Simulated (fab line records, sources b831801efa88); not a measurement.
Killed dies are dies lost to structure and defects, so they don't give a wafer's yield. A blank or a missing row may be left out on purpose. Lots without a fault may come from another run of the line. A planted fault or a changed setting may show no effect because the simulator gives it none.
One fault seen from 2 desks | flow gf180mcu | each desk has only its own numbers; what lay behind them comes last

THE METROLOGY DESK
What the gauges read, lot by lot, whatever tool the lot ran on: means of the sampled wafers that have a number. A lot is out of limits, marked OUT, if its mean lies more than 4 standard deviations from the usual mean; the brackets give that distance.
Columns: A = DNWELL_TW at GF_DNWELL_TW_MEAS_09, usual 1371; B = NWELL_OVL at GF_NWELL_OVL_MEAS_07, usual -1.0 nm
lot  | first seen here | A    | B
L822 | day 3 20:52     | 1340 | -0.1
L824 | day 4 10:37     | 1359 | 0.3
L826 | day 4 20:33     | 1356 | -2.6
L833 | day 6 17:19     | 1379 | -1.1
L837 | day 7 04:20     | 1392 | 0.6
L836 | day 7 04:35     | 1393 | -0.3
This desk's finding: nothing out of limits on any of the 6 lots.

THE TOOL OWNER'S DESK: implanter-01
The tool's own readings at GF_NWELL_IMPLANT_09: means of the sampled wafers that have a number, for each lot that ran on this tool. A lot is out of limits, marked OUT, if its mean lies more than 4 standard deviations from the usual mean; the brackets give that distance.
Columns: A = beam_energy_keV at GF_NWELL_IMPLANT_09, usual 160.00; B = beam_on_s at GF_NWELL_IMPLANT_09, usual 10.00 s
lot  | first seen here | A                        | B
L822 | day 4 10:13     | 160.00                   | 9.92
L833 | day 7 09:05     | 170.13 (+99 or more) OUT | 10.07
L836 | day 7 20:37     | 170.12 (+99 or more) OUT | 9.90
This desk's finding: out of limits on L833, L836; first on L833, day 7 09:05 (beam_energy_keV at GF_NWELL_IMPLANT_09). In limits: L822.

PUT TOGETHER
The tool owner's desk could have raised an alarm at day 7 09:05, on L833, L836.
The metrology desk saw nothing out of limits.
The metrology desk has L833, L836 on record, within its limits.
Of the lots named, all ran GF_NWELL_IMPLANT_09 on implanter-01.

WHAT THE SIMULATOR HAD PUT IN
Process parameter drift: implanter-01, from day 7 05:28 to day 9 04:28, at GF_NWELL_IMPLANT_09. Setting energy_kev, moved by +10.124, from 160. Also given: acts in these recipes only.
Lots struck among those shown: L833, L836.
Hours from the fault's start to each desk's first reading out of limits: the tool owner's desk, 4.
